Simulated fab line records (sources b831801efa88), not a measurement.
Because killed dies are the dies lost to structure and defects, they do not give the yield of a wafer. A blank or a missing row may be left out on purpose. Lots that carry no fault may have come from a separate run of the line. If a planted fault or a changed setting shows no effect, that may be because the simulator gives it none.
The tool behind it: which one? ; flow sky130 ; Sampling: 11 lots, 33 wafers, 3 of 708 route steps

== WHAT THE GAUGES SHOWED, per wafer ==
SKY_LOCAL_INTERCONNECT_RS_MEAS_01: a four-point-probe measurement.
lot;measured;on;LOCAL_INTERCONNECT_TIN_RS (ohm/sq)
L192;day 29 05:02;film-metro-01;14.12 14.16 14.24
L195;day 30 04:45;film-metro-03;13.89 14.04 13.99
L196;day 30 15:38;film-metro-03;14.21 14.28 14.22
L197;day 30 18:44;film-metro-03;14.00 13.93 13.90
L204;day 33 08:58;film-metro-01;11.78 11.76 11.76
L206;day 34 06:59;film-metro-01;12.01 11.97 11.96
L208;day 34 12:44;film-metro-03;12.01 11.99 11.91
L211;day 35 13:59;film-metro-01;14.25 14.20 14.11
L212;day 35 21:02;film-metro-01;14.00 14.26 14.21
L213;day 36 04:39;film-metro-01;14.10 14.00 14.07
L215;day 36 23:23;film-metro-03;14.25 14.19 14.18

== WHICH TOOL RAN EACH LOT (tool, then ch and the chambers of the sampled wafers, then the start) ==
lot;SKY_LI_CONTACT_SPUTTER_20;SKY_LOCAL_INTERCONNECT_SPUTTER_00
L192;pvd-sputter-02, day 29 04:19;pvd-sputter-04, day 29 04:59
L195;pvd-sputter-01, day 30 04:01;pvd-sputter-03, day 30 04:41
L196;pvd-sputter-01, day 30 14:53;pvd-sputter-03, day 30 15:34
L197;pvd-sputter-04, day 30 17:59;pvd-sputter-03, day 30 18:40
L204;pvd-sputter-02, day 33 08:13;pvd-sputter-04, day 33 08:53
L206;pvd-sputter-01, day 34 06:16;pvd-sputter-04, day 34 06:55
L208;pvd-sputter-02, day 34 11:59;pvd-sputter-04, day 34 12:41
L211;pvd-sputter-04, day 35 13:13;pvd-sputter-03, day 35 13:55
L212;pvd-sputter-01, day 35 20:19;pvd-sputter-03, day 35 20:58
L213;pvd-sputter-04, day 36 03:52;pvd-sputter-02, day 36 04:34
L215;pvd-sputter-01, day 36 22:40;pvd-sputter-02, day 36 23:20
- SKY_LI_CONTACT_SPUTTER_20: material TiN, target thk 20 nm, time 80 s.
- SKY_LOCAL_INTERCONNECT_SPUTTER_00: material TiN, target thk 100 nm, time 83.3 s.

== THE ANSWER, worked out from the rows above alone ==
Rule: usual is defined by the lots themselves. The widest of any qualifying gaps counts: lots, ordered by their means at a reading, are off when they make up no more than a third of the lots, leave a main group of 4 or more, and stand apart from it by 3 or more times the standard deviation of that group's means. The tables above print the reading to a certain number of digits; a main group whose means all agree to those digits is not used. Also off: a lot with no number at a reading for which 4 or more lots have one. Any other lot the step has rows for is counted as sound.
Off: at SKY_LOCAL_INTERCONNECT_RS_MEAS_01 (LOCAL_INTERCONNECT_TIN_RS), L204, L206, L208. Main group: mean 14.12 ohm/sq, sd 0.1.
If a tool, at a process step before that reading, ran all the lots that are off and no sound lot after the first of them, it fits. Gauges at SKY_LOCAL_INTERCONNECT_RS_MEAS_01: tried the same way as those tools. One fits: SKY_LOCAL_INTERCONNECT_SPUTTER_00 on pvd-sputter-04. Its last sound lot is L192 (day 29 04:59), its first lot that is off L204 (day 33 08:53): a fault that began between those two fits.

== WHAT THE SIMULATOR HAD INSERTED ==
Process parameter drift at SKY_LOCAL_INTERCONNECT_SPUTTER_00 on pvd-sputter-04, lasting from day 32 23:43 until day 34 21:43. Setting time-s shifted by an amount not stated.
Shown lots that were struck: L204, L206, L208. This agrees with what the rule above found.
